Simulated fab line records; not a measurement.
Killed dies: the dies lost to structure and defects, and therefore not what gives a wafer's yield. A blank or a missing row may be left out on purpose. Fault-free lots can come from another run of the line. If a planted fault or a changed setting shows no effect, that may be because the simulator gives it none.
fab line records ; flow sky130 ; part 1 of 2: steps 1 to 27 of 38
record: lots: 5; wafers: 15; last_day: 48
route steps=708 shown LDD_LDN@303 SPACER@304 POLY_CUT@307 SD_P@320 RES_XHIGH@332
lots that met no fault: taken from a fault-free run of the same line
start_h: hours from the record's opening day to when the first of the lot's shown wafers began ; wait_h: hours since the lot's step before ; " same as the row above ; L1.1+2: a row that stands for several wafers ; - no value, or no start given ; * or withheld: withheld ; < > ~ a bound
route shown NAME@n: a module of which the file shows steps, and the number in the route of the first ; usual: mean and standard deviation over wafers with no fault ; same: alike in all rows ; chamber/n: place in a boat ; sites: per-site readings ; _std_site: how widely they spread, as a standard deviation ; _edge_site: mean of outer sites minus mean of inner sites ; radius_mm: for every site, how far away it sits from the centre of the wafer ; mask NAME#n: copy n ; behind: the tool/chamber that last shaped the wafer ; hold: cause of the lot's hold/its duration in hours/its outcome ; device: the transistor (n, p or np) that didn't switch ; end of line: at the end of the route, the tests of the same wafers ; for a step that has no rows: nothing shown but its recipe ; killed: dies lost to structure and defects at the first sort, not the wafer's yield ; map: dies across one wafer; x = killed, . = not, _ = none there
set.NAME: the setting as run; set.NAME@STEP: as run at that earlier step ; model.NAME: the simulator's own value behind a step, which no gauge read
lots at selected steps of the route; one table per step, one row per wafer
services: the hour from which a tool's chamber was out of use, counted from the record's first day as start_h (under 0 if before that day), plus the number of hours and why
== steps ==
step: SKY_LDD_LDN_CLEAN_14
recipe: chemistry: SC1/SC2; mix: 1:4:20; temp_c: 70; time_s: 150; dry: n2_spin
lot.wafer;tool;chamber;start_h;wait_h
L076.3+4+6;wet_bench-02;3;561.09;0.0
L079.1+3+4;wet_bench-03;2;586.16;0.1
L081.1+2+5;wet_bench-02;1;594.90;0.1
L087.1+2+5;wet_bench-03;0;644.14;0.1
L089.1+3+6;wet_bench-02;2;652.75;0.1
step: SKY_SPACER_CVD_00
recipe: material: Si3N4; precursor: DCS/NH3; target_thk_nm: 43.1; temp_c: 770; time_s: 740; pressure_mtorr: 250
usual: pressure_mtorr: 250.0/0.56; spike_tc_centre_C: 770.6/1.1; spike_tc_upper_C: 769.5/1.1
lot.wafer;tool;chamber;start_h;wait_h;pressure_mtorr;spike_tc_centre_C;spike_tc_upper_C
L076.3;lpcvd-02;0;561.23;0.1;250.3;771.8;770.3
L076.4;lpcvd-02;0;561.23;0.1;250.2;771.9;768.3
L076.6;lpcvd-02;0;561.23;0.1;250.7;770.9;769.3
L079.1;lpcvd-02;0;587.76;1.5;250.2;772.4;768.3
L079.3;lpcvd-02;0;587.76;1.5;249.7;771.4;769.7
L079.4;lpcvd-02;0;587.76;1.5;249.7;771.4;769.5
L081.1;lpcvd-02;0;594.96;0.0;250.5;772.5;772.5
L081.2;lpcvd-02;0;594.96;0.0;250.1;771.5;768.6
L081.5;lpcvd-02;0;594.96;0.0;249.3;770.6;770.0
L087.1;lpcvd-02;1;644.19;0.0;251.3;768.9;770.9
L087.2;lpcvd-02;1;644.19;0.0;250.5;771.5;769.0
L087.5;lpcvd-02;1;644.19;0.0;251.0;769.7;769.8
L089.1;lpcvd-02;1;653.29;0.4;248.6;769.5;768.2
L089.3;lpcvd-02;1;653.29;0.4;248.3;769.3;769.4
L089.6;lpcvd-02;1;653.29;0.4;248.7;770.6;768.6
step: SKY_SPACER_THK_MEAS_01
recipe: reads: Si3N4_of_SPACER_CVD_00
usual: SPACER_CVD_00_THK: 43.0/0.58
lot.wafer;tool;chamber;start_h;wait_h;SPACER_CVD_00_THK[nm]
L076.3;film_metro-04;-;562.45;0.0;43.7
L076.4;film_metro-04;-;562.45;0.0;44.0
L076.6;film_metro-04;-;562.45;0.0;43.9
L079.1;film_metro-03;-;588.96;0.0;43.5
L079.3;film_metro-03;-;588.96;0.0;44.2
L079.4;film_metro-03;-;588.96;0.0;43.3
L081.1;film_metro-02;-;596.16;0.0;43.4
L081.2;film_metro-02;-;596.16;0.0;43.1
L081.5;film_metro-02;-;596.16;0.0;43.7
L087.1;film_metro-03;-;645.40;0.0;42.7
L087.2;film_metro-03;-;645.40;0.0;42.4
L087.5;film_metro-03;-;645.40;0.0;42.9
L089.1;film_metro-04;-;654.50;0.0;42.0
L089.3;film_metro-04;-;654.50;0.0;42.0
L089.6;film_metro-04;-;654.50;0.0;42.1
step: SKY_SPACER_ETCHBACK_02
recipe: chemistry: CH3F/O2; target: Si3N4; stop_on: SiO2; source_w: 400; bias_w: 80; pressure_mtorr: 25; ch3f_flow_sccm: 40; O2_flow_sccm: 30; time_s: 46.7; target_depth_a: 450
usual: drypump_motor_current_A: 5.8/0.49; oes_product_au: 0.855/0.0076; throttle_valve_pct: 10.563/0.0084
lot.wafer;tool;chamber;start_h;wait_h;drypump_motor_current_A;oes_product_au;rf_hours_counter_h;throttle_valve_pct
L076.3;rie_diel-04;1;562.49;0.0;6.4;0.864;56;10.574
L076.4;rie_diel-04;0;562.49;0.0;5.5;0.861;27;10.557
L076.6;rie_diel-04;2;562.49;0.0;6.1;0.867;-;10.567
L079.1;rie_diel-01;0;589.02;0.1;5.8;0.857;8;10.550
L079.3;rie_diel-01;2;589.02;0.1;5.3;0.875;14;10.555
L079.4;rie_diel-01;1;589.02;0.1;6.6;0.867;2;10.568
L081.1;rie_diel-02;2;596.22;0.1;4.6;0.869;47;10.565
L081.2;rie_diel-02;0;596.22;0.1;6.2;0.850;13;10.559
L081.5;rie_diel-02;3;596.22;0.1;6.0;0.857;-;10.565
L087.1;rie_diel-01;0;645.46;0.1;5.8;0.845;9;10.573
L087.2;rie_diel-01;3;645.46;0.1;5.4;0.847;15;10.550
L087.5;rie_diel-01;0;645.46;0.1;5.8;0.848;-;10.574
L089.1;rie_diel-01;1;654.56;0.1;6.6;0.839;4;10.563
L089.3;rie_diel-01;2;654.56;0.1;5.3;0.842;15;10.571
L089.6;rie_diel-01;1;654.56;0.1;6.6;0.852;-;10.574
step: SKY_POLY_CUT_DEHYDRATE_00
recipe: temp_c: 200; time_s: 60
usual: plate_temp_C: 199.99/0.17
lot.wafer;tool;chamber;start_h;wait_h;plate_temp_C
L076.3;litho_track-02;0;577.06;14.5;199.88
L076.4;litho_track-02;0;577.06;14.5;199.98
L076.6;litho_track-02;0;577.06;14.5;200.14
L079.1;litho_track-02;0;602.71;13.7;199.81
L079.3;litho_track-02;0;602.71;13.7;199.91
L079.4;litho_track-02;0;602.71;13.7;199.77
L081.1;litho_track-01;0;610.21;14.0;199.94
L081.2;litho_track-01;0;610.21;14.0;200.19
L081.5;litho_track-01;0;610.21;14.0;199.91
L087.1;litho_track-02;0;658.56;13.1;199.84
L087.2;litho_track-02;0;658.56;13.1;199.82
L087.5;litho_track-02;0;658.56;13.1;199.97
L089.1;litho_track-03;0;667.98;13.4;199.96
L089.3;litho_track-03;0;667.98;13.4;199.96
L089.6;litho_track-03;0;667.98;13.4;199.80
step: SKY_POLY_CUT_HMDS_01
recipe: prime_time_s: 60; prime_temp_c: 120
lot.wafer;tool;chamber;start_h;wait_h
L076.3+4+6;litho_track-02;0;577.21;0.1
L079.1+3+4;litho_track-02;0;602.86;0.1
L081.1+2+5;litho_track-01;0;610.36;0.1
L087.1+2+5;litho_track-02;0;658.71;0.1
L089.1+3+6;litho_track-03;0;668.13;0.1
step: SKY_POLY_CUT_COAT_02
recipe: resist: BARC; temp_c: withheld; time_s: withheld; spin_rpm: 3000; resist_thk_nm: 60
lot.wafer;tool;chamber;start_h;wait_h
L076.3+4+6;litho_track-02;0;577.36;0.1
L079.1+3+4;litho_track-02;0;603.01;0.1
L081.1+2+5;litho_track-01;0;610.51;0.1
L087.1+2+5;litho_track-02;0;658.86;0.1
L089.1+3+6;litho_track-03;0;668.28;0.1
step: SKY_POLY_CUT_COAT_03
recipe: resist: KrF-thick; spin_rpm: 3000; resist_thk_nm: 450
lot.wafer;tool;chamber;start_h;wait_h
L076.3+4+6;litho_track-02;0;-;-
L079.1+3+4;litho_track-02;0;-;-
L081.1+2+5;litho_track-01;0;-;-
L087.1+2+5;litho_track-02;0;-;-
L089.1+3+6;litho_track-03;0;-;-
step: SKY_POLY_CUT_SOFTBAKE_04
recipe: temp_c: 100; time_s: 90; resist: KrF-thick
usual: plate_temp_C: 99.98/0.14
lot.wafer;tool;chamber;start_h;wait_h;plate_temp_C
L076.3;litho_track-02;0;-;-;99.88
L076.4;litho_track-02;0;-;-;99.81
L076.6;litho_track-02;0;-;-;100.14
L079.1;litho_track-02;0;-;-;99.91
L079.3;litho_track-02;0;-;-;99.79
L079.4;litho_track-02;0;-;-;99.96
L081.1;litho_track-01;0;-;-;100.08
L081.2;litho_track-01;0;-;-;99.88
L081.5;litho_track-01;0;-;-;100.00
L087.1;litho_track-02;0;-;-;100.22
L087.2;litho_track-02;0;-;-;100.06
L087.5;litho_track-02;0;-;-;100.04
L089.1;litho_track-03;0;-;-;99.99
L089.3;litho_track-03;0;-;-;100.00
L089.6;litho_track-03;0;-;-;99.94
step: SKY_POLY_CUT_EXPOSE_05
recipe: mask_id: NPCM; na: 0.8; source_shape: annular; sigma_inner: 0.55; sigma_outer: 0.85; target_cd_nm: 270; dose_mj: 32
usual: stage_vel_mm_s: 499.99/0.21
same: sigma_outer: 0.85
lot.wafer;tool;chamber;start_h;wait_h;mask;stage_vel_mm_s
L076.3;krf_scanner-01;0;-;-;NPCM#0;499.74
L076.4;krf_scanner-01;0;-;-;NPCM#0;499.97
L076.6;krf_scanner-01;0;-;-;NPCM#0;499.84
L079.1;krf_scanner-02;0;-;-;NPCM#0;500.11
L079.3;krf_scanner-02;0;-;-;NPCM#0;499.88
L079.4;krf_scanner-02;0;-;-;NPCM#0;499.85
L081.1;krf_scanner-02;0;-;-;NPCM#0;499.99
L081.2;krf_scanner-02;0;-;-;NPCM#0;499.98
L081.5;krf_scanner-02;0;-;-;NPCM#0;500.12
L087.1;krf_scanner-01;0;-;-;NPCM#0;500.07
L087.2;krf_scanner-01;0;-;-;NPCM#0;499.96
L087.5;krf_scanner-01;0;-;-;NPCM#0;499.95
L089.1;krf_scanner-01;0;-;-;NPCM#0;500.17
L089.3;krf_scanner-01;0;-;-;NPCM#0;499.92
L089.6;krf_scanner-01;0;-;-;NPCM#0;499.97
step: SKY_POLY_CUT_PEB_06
recipe: peb_temp_c: withheld; peb_time_s: withheld; resist: KrF-thick
lot.wafer;tool;chamber;start_h;wait_h
L076.3+4+6;litho_track-03;0;-;-
L079.1+3+4;litho_track-02;0;-;-
L081.1+2+5;litho_track-03;0;-;-
L087.1+2+5;litho_track-01;0;-;-
L089.1+3+6;litho_track-02;0;-;-
step: SKY_POLY_CUT_DEVELOP_07
recipe: develop_time_s: 60; resist: KrF-thick; dev_temp_c: 21
same: develop_time_s: 60
lot.wafer;tool;chamber;start_h;wait_h
L076.3+4+6;litho_track-03;0;-;-
L079.1+3+4;litho_track-02;0;-;-
L081.1+2+5;litho_track-03;0;-;-
L087.1+2+5;litho_track-01;0;-;-
L089.1+3+6;litho_track-02;0;-;-
step: SKY_POLY_CUT_CD_MEAS_08
recipe: target_cd_nm: 270
usual: cd_nm: 270.6/1.4
lot.wafer;tool;chamber;start_h;wait_h;cd_nm
L076.3;cd_sem-02;-;592.32;-;268.6
L076.4;cd_sem-02;-;592.32;-;270.1
L076.6;cd_sem-02;-;592.32;-;267.9
L079.1;cd_sem-01;-;617.86;-;273.2
L079.3;cd_sem-01;-;617.86;-;273.6
L079.4;cd_sem-01;-;617.86;-;273.4
L081.1;cd_sem-02;-;624.68;-;271.4
L081.2;cd_sem-02;-;624.68;-;270.8
L081.5;cd_sem-02;-;624.68;-;270.8
L087.1;cd_sem-02;-;673.61;-;269.0
L087.2;cd_sem-02;-;673.61;-;269.1
L087.5;cd_sem-02;-;673.61;-;269.3
L089.1;cd_sem-01;-;682.71;-;271.5
L089.3;cd_sem-01;-;682.71;-;271.9
L089.6;cd_sem-01;-;682.71;-;271.0
step: SKY_POLY_CUT_OVL_MEAS_09
usual: POLY_CUT_OVL: 1/5.7
lot.wafer;tool;chamber;start_h;wait_h;POLY_CUT_OVL[nm]
L076.3;overlay-01;-;592.42;0.1;7
L076.4;overlay-01;-;592.42;0.1;10
L076.6;overlay-01;-;592.42;0.1;-4
L079.1;overlay-02;-;617.98;0.1;-3
L079.3;overlay-02;-;617.98;0.1;-1
L079.4;overlay-02;-;617.98;0.1;-7
L081.1;overlay-02;-;624.80;0.1;4
L081.2;overlay-02;-;624.80;0.1;2
L081.5;overlay-02;-;624.80;0.1;-7
L087.1;overlay-02;-;673.73;0.1;6
L087.2;overlay-02;-;673.73;0.1;2
L087.5;overlay-02;-;673.73;0.1;5
L089.1;overlay-02;-;682.83;0.1;11
L089.3;overlay-02;-;682.83;0.1;7
L089.6;overlay-02;-;682.83;0.1;4
step: SKY_POLY_CUT_ETCH_10
recipe: chemistry: N2/H2; target: BARC; ion_energy_ev: 200; source_w: 500; bias_w: 100; pressure_mtorr: 30; n2_flow_sccm: 100; h2_flow_sccm: 200; stop_on: SiO2; time_s: 45.9; target_depth_a: 600
usual: drypump_motor_current_A: 5.8/0.43; n2_flow_sccm: 100.0/0.3; oes_product_au: 0.856/0.0043; throttle_valve_pct: 13.224/0.009
lot.wafer;tool;chamber;start_h;wait_h;drypump_motor_current_A;n2_flow_sccm;oes_product_au;rf_hours_counter_h;throttle_valve_pct
L076.3;rie_diel-02;1;592.45;0.0;5.9;100.0;0.858;3;13.220
L076.4;rie_diel-02;3;592.45;0.0;6.0;99.8;0.860;15;13.231
L076.6;rie_diel-02;3;592.45;0.0;6.0;100.1;0.851;-;13.218
L079.1;rie_diel-03;1;618.01;0.0;5.7;100.4;0.853;8;13.228
L079.3;rie_diel-03;0;618.01;0.0;5.5;99.5;0.856;3;13.223
L079.4;rie_diel-03;3;618.01;0.0;5.8;100.0;0.859;10;13.224
L081.1;rie_diel-02;2;624.83;0.0;4.7;100.5;0.862;48;13.223
L081.2;rie_diel-02;1;624.83;0.0;6.0;100.1;0.851;4;13.231
L081.5;rie_diel-02;3;624.83;0.0;6.0;99.7;0.853;-;13.242
L087.1;rie_diel-03;1;673.77;0.0;5.7;100.3;0.863;9;13.230
L087.2;rie_diel-03;0;673.77;0.0;5.5;99.7;0.851;5;13.216
L087.5;rie_diel-03;1;673.77;0.0;5.7;100.3;0.852;-;13.234
L089.1;rie_diel-03;2;682.86;0.0;6.1;99.7;0.861;42;13.207
L089.3;rie_diel-03;1;682.86;0.0;5.7;99.6;0.855;10;13.223
L089.6;rie_diel-03;1;682.86;0.0;5.7;99.8;0.862;-;13.232
step: SKY_POLY_CUT_ETCH_11
recipe: target: Si3N4; chemistry: CF4/CH2F2/Ar; stop_on: poly-Si; source_w: 600; bias_w: 145.3; pressure_mtorr: 40; cf4_flow_sccm: 40; ch2f2_flow_sccm: 20; Ar_flow_sccm: 150; time_s: 42.5; target_depth_a: 600
usual: cf4_flow_sccm: 40.00/0.13; ch2f2_flow_sccm: 20.00/0.058; drypump_motor_current_A: 5.8/0.43; oes_product_au: 0.827/0.0059; throttle_valve_pct: 14.994/0.009
lot.wafer;tool;chamber;start_h;wait_h;cf4_flow_sccm;ch2f2_flow_sccm;drypump_motor_current_A;oes_product_au;rf_hours_counter_h;throttle_valve_pct
L076.3;rie_diel-02;1;592.49;0.0;39.79;20.04;6.0;0.831;3;14.994
L076.4;rie_diel-02;3;592.49;0.0;39.93;20.05;6.0;0.820;15;14.998
L076.6;rie_diel-02;3;592.49;0.0;39.84;20.01;6.0;0.820;-;14.987
L079.1;rie_diel-03;1;618.05;0.0;40.20;20.01;5.7;0.824;8;15.000
L079.3;rie_diel-03;0;618.05;0.0;39.93;20.02;5.6;0.832;3;15.010
L079.4;rie_diel-03;3;618.05;0.0;40.05;19.93;5.8;0.834;10;14.982
L081.1;rie_diel-02;2;624.87;0.0;40.04;20.00;4.7;0.823;48;14.992
L081.2;rie_diel-02;1;624.87;0.0;40.00;20.03;5.9;0.831;4;14.970
L081.5;rie_diel-02;3;624.87;0.0;39.96;19.99;6.0;0.828;-;14.995
L087.1;rie_diel-03;1;673.81;0.0;40.04;19.93;5.7;0.825;9;14.992
L087.2;rie_diel-03;0;673.81;0.0;39.82;20.06;5.5;0.830;5;14.993
L087.5;rie_diel-03;1;673.81;0.0;39.93;19.97;5.7;0.831;-;14.988
L089.1;rie_diel-03;2;682.90;0.0;39.76;19.99;6.1;0.838;42;15.005
L089.3;rie_diel-03;1;682.90;0.0;40.06;19.95;5.7;0.826;10;14.989
L089.6;rie_diel-03;1;682.90;0.0;40.27;19.96;5.7;0.841;-;14.985
step: SKY_POLY_CUT_STRIP_12
recipe: chemistry: O2/N2; power_w: 1400; pressure_mtorr: 1500; platen_temp_c: withheld; o2_flow_sccm: 3000; n2_flow_sccm: 300; overash_fraction: 0.5
usual: drypump_motor_current_A: 5.5/0.49; n2_flow_sccm: 299.9/0.89; oes_product_au: 0.452/0.0047; strip_time_to_endpoint_s: 5.357/0.017
lot.wafer;tool;chamber;start_h;wait_h;drypump_motor_current_A;n2_flow_sccm;oes_product_au;rf_hours_counter_h;strip_time_to_endpoint_s
L076.3;plasma_asher-03;0;592.56;0.1;5.3;298.3;0.449;-;5.348
L076.4;plasma_asher-03;1;592.56;0.1;5.4;300.5;0.454;-;5.336
L076.6;plasma_asher-03;1;592.56;0.1;5.4;300.6;0.446;-;5.346
L079.1;plasma_asher-04;1;618.09;0.0;4.8;299.3;0.446;19;5.333
L079.3;plasma_asher-04;0;618.09;0.0;6.2;298.8;0.451;-;5.343
L079.4;plasma_asher-04;1;618.09;0.0;4.8;299.2;0.450;-;5.348
L081.1;plasma_asher-03;1;624.91;0.0;5.4;299.7;0.451;47;5.355
L081.2;plasma_asher-03;0;624.91;0.0;5.3;301.0;0.440;47;5.350
L081.5;plasma_asher-03;0;624.91;0.0;5.3;299.3;0.458;-;5.351
L087.1;plasma_asher-04;1;673.85;0.0;4.8;299.3;0.449;24;5.342
L087.2;plasma_asher-04;0;673.85;0.0;6.2;299.6;0.449;24;5.340
L087.5;plasma_asher-04;0;673.85;0.0;6.2;299.7;0.453;-;5.352
L089.1;plasma_asher-03;0;682.94;0.0;5.3;300.4;0.455;53;5.361
L089.3;plasma_asher-03;1;682.94;0.0;5.4;298.9;0.449;-;5.363
L089.6;plasma_asher-03;1;682.94;0.0;5.4;300.0;0.455;-;5.347
step: SKY_SD_P_DEHYDRATE_00
recipe: temp_c: 200; time_s: 60
usual: plate_temp_C: 200.00/0.14
lot.wafer;tool;chamber;start_h;wait_h;plate_temp_C
L076.3;litho_track-03;0;607.08;14.5;200.05
L076.4;litho_track-03;0;607.08;14.5;200.19
L076.6;litho_track-03;0;607.08;14.5;200.00
L079.1;litho_track-03;0;631.68;13.5;200.07
L079.3;litho_track-03;0;631.68;13.5;200.07
L079.4;litho_track-03;0;631.68;13.5;199.91
L081.1;litho_track-01;0;639.11;14.2;200.06
L081.2;litho_track-01;0;639.11;14.2;199.91
L081.5;litho_track-01;0;639.11;14.2;200.28
L087.1;litho_track-01;0;687.81;13.9;200.00
L087.2;litho_track-01;0;687.81;13.9;200.12
L087.5;litho_track-01;0;687.81;13.9;199.91
L089.1;litho_track-04;0;696.45;13.5;200.27
L089.3;litho_track-04;0;696.45;13.5;199.92
L089.6;litho_track-04;0;696.45;13.5;200.01
step: SKY_SD_P_HMDS_01
recipe: prime_time_s: 60; prime_temp_c: 120
lot.wafer;tool;chamber;start_h;wait_h
L076.3+4+6;litho_track-03;0;607.23;0.1
L079.1+3+4;litho_track-03;0;631.83;0.1
L081.1+2+5;litho_track-01;0;639.26;0.1
L087.1+2+5;litho_track-01;0;687.96;0.1
L089.1+3+6;litho_track-04;0;696.60;0.1
step: SKY_SD_P_COAT_02
recipe: resist: NOVOLAK; spin_rpm: 3000; resist_thk_nm: 1140
lot.wafer;tool;chamber;start_h;wait_h
L076.3+4+6;litho_track-03;0;607.38;0.1
L079.1+3+4;litho_track-03;0;631.98;0.1
L081.1+2+5;litho_track-01;0;639.41;0.1
L087.1+2+5;litho_track-01;0;688.11;0.1
L089.1+3+6;litho_track-04;0;696.75;0.1
step: SKY_SD_P_SOFTBAKE_03
recipe: temp_c: 90; time_s: 60; resist: NOVOLAK
usual: plate_temp_C: 89.99/0.12
lot.wafer;tool;chamber;start_h;wait_h;plate_temp_C
L076.3;litho_track-03;0;607.53;0.1;90.23
L076.4;litho_track-03;0;607.53;0.1;90.15
L076.6;litho_track-03;0;607.53;0.1;90.16
L079.1;litho_track-03;0;632.13;0.1;89.92
L079.3;litho_track-03;0;632.13;0.1;89.94
L079.4;litho_track-03;0;632.13;0.1;90.03
L081.1;litho_track-01;0;639.56;0.1;89.90
L081.2;litho_track-01;0;639.56;0.1;90.01
L081.5;litho_track-01;0;639.56;0.1;90.15
L087.1;litho_track-01;0;688.26;0.1;89.89
L087.2;litho_track-01;0;688.26;0.1;89.76
L087.5;litho_track-01;0;688.26;0.1;89.96
L089.1;litho_track-04;0;696.90;0.1;90.03
L089.3;litho_track-04;0;696.90;0.1;89.94
L089.6;litho_track-04;0;696.90;0.1;89.97
step: SKY_SD_P_EXPOSE_04
recipe: mask_id: PSDM; na: 0.6; source_shape: conventional; sigma_outer: 0.6; polarization: unpolarized; target_cd_nm: 380; dose_mj: 138
usual: stage_vel_mm_s: 499.97/0.25
same: sigma_outer: 0.6
lot.wafer;tool;chamber;start_h;wait_h;mask;stage_vel_mm_s
L076.3;iline_stepper-01;0;-;-;PSDM#0;499.53
L076.4;iline_stepper-01;0;-;-;PSDM#0;499.62
L076.6;iline_stepper-01;0;-;-;PSDM#0;500.05
L079.1;iline_stepper-01;0;-;-;PSDM#0;499.77
L079.3;iline_stepper-01;0;-;-;PSDM#0;499.66
L079.4;iline_stepper-01;0;-;-;PSDM#0;499.90
L081.1;iline_stepper-01;0;-;-;PSDM#0;500.20
L081.2;iline_stepper-01;0;-;-;PSDM#0;499.84
L081.5;iline_stepper-01;0;-;-;PSDM#0;500.12
L087.1;iline_stepper-01;0;-;-;PSDM#0;499.98
L087.2;iline_stepper-01;0;-;-;PSDM#0;500.14
L087.5;iline_stepper-01;0;-;-;PSDM#0;500.13
L089.1;iline_stepper-02;0;-;-;PSDM#0;499.72
L089.3;iline_stepper-02;0;-;-;PSDM#0;500.13
L089.6;iline_stepper-02;0;-;-;PSDM#0;499.72
step: SKY_SD_P_PEB_05
recipe: temp_c: withheld; time_s: *; resist: NOVOLAK
lot.wafer;tool;chamber;start_h;wait_h
L076.3+4+6;litho_track-01;0;-;-
L079.1+3+4;litho_track-03;0;-;-
L081.1+2+5;litho_track-03;0;-;-
L087.1+2+5;litho_track-04;0;-;-
L089.1+3+6;litho_track-04;0;-;-
step: SKY_SD_P_DEVELOP_06
recipe: resist: NOVOLAK; developer: TMAH; develop_time_s: 60; dev_temp_c: 23
same: develop_time_s: 60
lot.wafer;tool;chamber;start_h;wait_h
L076.3+4+6;litho_track-01;0;621.61;0.1
L079.1+3+4;litho_track-03;0;645.33;0.1
L081.1+2+5;litho_track-03;0;652.77;0.1
L087.1+2+5;litho_track-04;0;701.40;0.1
L089.1+3+6;litho_track-04;0;711.45;0.1
step: SKY_SD_P_CD_MEAS_07
recipe: target_cd_nm: 380
usual: cd_nm: 380.8/2.6
lot.wafer;tool;chamber;start_h;wait_h;cd_nm
L076.3;cd_sem-01;-;621.75;0.1;382.0
L076.4;cd_sem-01;-;621.75;0.1;382.4
L076.6;cd_sem-01;-;621.75;0.1;380.0
L079.1;cd_sem-02;-;645.48;0.1;382.9
L079.3;cd_sem-02;-;645.48;0.1;377.0
L079.4;cd_sem-02;-;645.48;0.1;379.0
L081.1;cd_sem-02;-;652.92;0.1;380.6
L081.2;cd_sem-02;-;652.92;0.1;382.1
L081.5;cd_sem-02;-;652.92;0.1;379.8
L087.1;cd_sem-02;-;701.55;0.1;380.5
L087.2;cd_sem-02;-;701.55;0.1;378.8
L087.5;cd_sem-02;-;701.55;0.1;379.7
L089.1;cd_sem-01;-;711.60;0.1;385.0
L089.3;cd_sem-01;-;711.60;0.1;387.3
L089.6;cd_sem-01;-;711.60;0.1;385.8
step: SKY_SD_P_OVL_MEAS_08
usual: SD_P_OVL: 1.1/1.4
lot.wafer;tool;chamber;start_h;wait_h;SD_P_OVL[nm]
L076.3;overlay-01;-;621.84;0.1;3.4
L076.4;overlay-01;-;621.84;0.1;0.6
L076.6;overlay-01;-;621.84;0.1;0.3
L079.1;overlay-01;-;645.60;0.1;0.5
L079.3;overlay-01;-;645.60;0.1;0.6
L079.4;overlay-01;-;645.60;0.1;-0.6
L081.1;overlay-01;-;653.04;0.1;-1.4
L081.2;overlay-01;-;653.04;0.1;-0.2
L081.5;overlay-01;-;653.04;0.1;0.9
L087.1;overlay-01;-;701.67;0.1;0.6
L087.2;overlay-01;-;701.67;0.1;0.3
L087.5;overlay-01;-;701.67;0.1;0.9
L089.1;overlay-02;-;711.72;0.1;2.7
L089.3;overlay-02;-;711.72;0.1;2.2
L089.6;overlay-02;-;711.72;0.1;2.5
step: SKY_SD_P_IMPLANT_09
recipe: species: BF2; energy_kev: 20; dose_cm2: 3e+15; tilt_deg: 0
lot.wafer;tool;chamber;start_h;wait_h
L076.3+4+6;implanter-01;0;621.92;0.1
L079.1+3+4;implanter-02;0;645.63;0.0
L081.1+2+5;implanter-01;0;653.08;0.0
L087.1+2+5;implanter-03;0;701.70;0.0
L089.1+3+6;implanter-01;0;711.75;0.0
